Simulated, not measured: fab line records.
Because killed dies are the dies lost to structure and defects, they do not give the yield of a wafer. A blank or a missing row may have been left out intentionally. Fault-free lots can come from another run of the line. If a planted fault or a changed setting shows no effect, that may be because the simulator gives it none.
Problem report in the 8D (eight disciplines) form, filled by code :: flow gf180mcu :: the parts of the form that need people (team, actions taken, sign-off) are left out

1. WHAT IS WRONG
run_length_s at GF_STI_ETCH_14 reads a mean of 98.4 s on 2 wafers of 2 lots; wafers without a fault read 131.2 s with a standard deviation of 0.31. So: -99 or more standard deviations from the usual mean.
The step: etches Si in HBr/Cl2/O2, target depth 360 nm, time 102.9 s.
The first sign was on wafer L886.1 at day 5 06:38, on rie_si-01. Wafers with a number at this step in the record: 39, from 13 lots. Rule for "out" (also "out of limits"): further than 4 standard deviations from the usual mean. All remaining wafers that have a number are taken as sound.

2. WHAT IT IS; WHAT IT IS NOT
question: which readings at this step
is: run_length_s
is not: oes_product_au

question: which lots
is: L886, L887
is not: L871, L872, L873, L874, L875, L876, L877, L889, L890, L893, L894

question: which wafers of those lots
is: L886.1, L887.3
is not: L886.5, L886.6, L887.2, L887.5

question: read on which tools
is: rie_si-01
is not: rie_si-02

question: when
is: from day 5 06:38
is not: up to then (23 sound wafers); but 14 sound wafers of L887, L889, L890, L893, L894 came after

3. SUSPECTS, AND WHAT RULES EACH OUT
Counting: a tool at a process step up to the reading stays a suspect if it ran every lot that is out. Sound lots after the first of them don't rule it out here, since some wafers of a struck lot are sound.
- rie_si-01 at GF_STI_ETCH_14 (etches Si in HBr/Cl2/O2, target depth 360 nm, time 102.9 s): kept. Every lot that is out went through it, the first being L886 (day 5 06:38); the last sound lot it ran before that was L876 (day 3 04:18). Out on those wafers are its own readings of run_length_s.
- Within rie_si-01 at GF_STI_ETCH_14: the wafers that are out ran in chamber 0; their sound lot-mates ran in chambers 1, 2, 3.
After counting, what remains is rie_si-01 at GF_STI_ETCH_14.

4. THE CAUSE (what the simulator had put in)
rie_si-01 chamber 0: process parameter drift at GF_STI_ETCH_14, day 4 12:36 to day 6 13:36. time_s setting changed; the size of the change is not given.
After counting, this tool was the only one left.

5. SEQUENCE OF EFFECTS, ordered by route
Rows list readings where the struck wafers' mean (over those with a number) sits beyond 3 standard deviations from the usual. Only readings for which the record gives a usual standard deviation are gone through. hours: the time from each lot's start at the first step in this table that gives one to its start at this step, as a median over the lots. sigmas: the change in usual standard deviations.
hours: 0
step: GF_STI_ETCH_14
reading: run_length_s
usual: 131.2 s
on struck wafers: 98.4
change: -32.8
sigmas: -99 or more

hours: 0
step: GF_STI_STRIP_15
reading: strip_time_to_endpoint_s
usual: 3.72 s
on struck wafers: 4.10
change: +0.38
sigmas: +7.3
Process steps it contains:
- GF_STI_ETCH_14: etches Si in HBr/Cl2/O2, target depth 360 nm, time 102.9 s.
- GF_STI_STRIP_15: strips in O2/N2.
At these later measuring or inspecting steps, every struck wafer for which the step has a row has a number for every such reading, and none has moved that far: GF_LVPWELL_TW_MEAS_11, GF_MVPSD_OVL_MEAS_07.

6. HOW IT WOULD HAVE BEEN CAUGHT EARLIER
In this record no reading fell out of limits until day 5 06:38, 18 hours after the fault had begun at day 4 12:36.
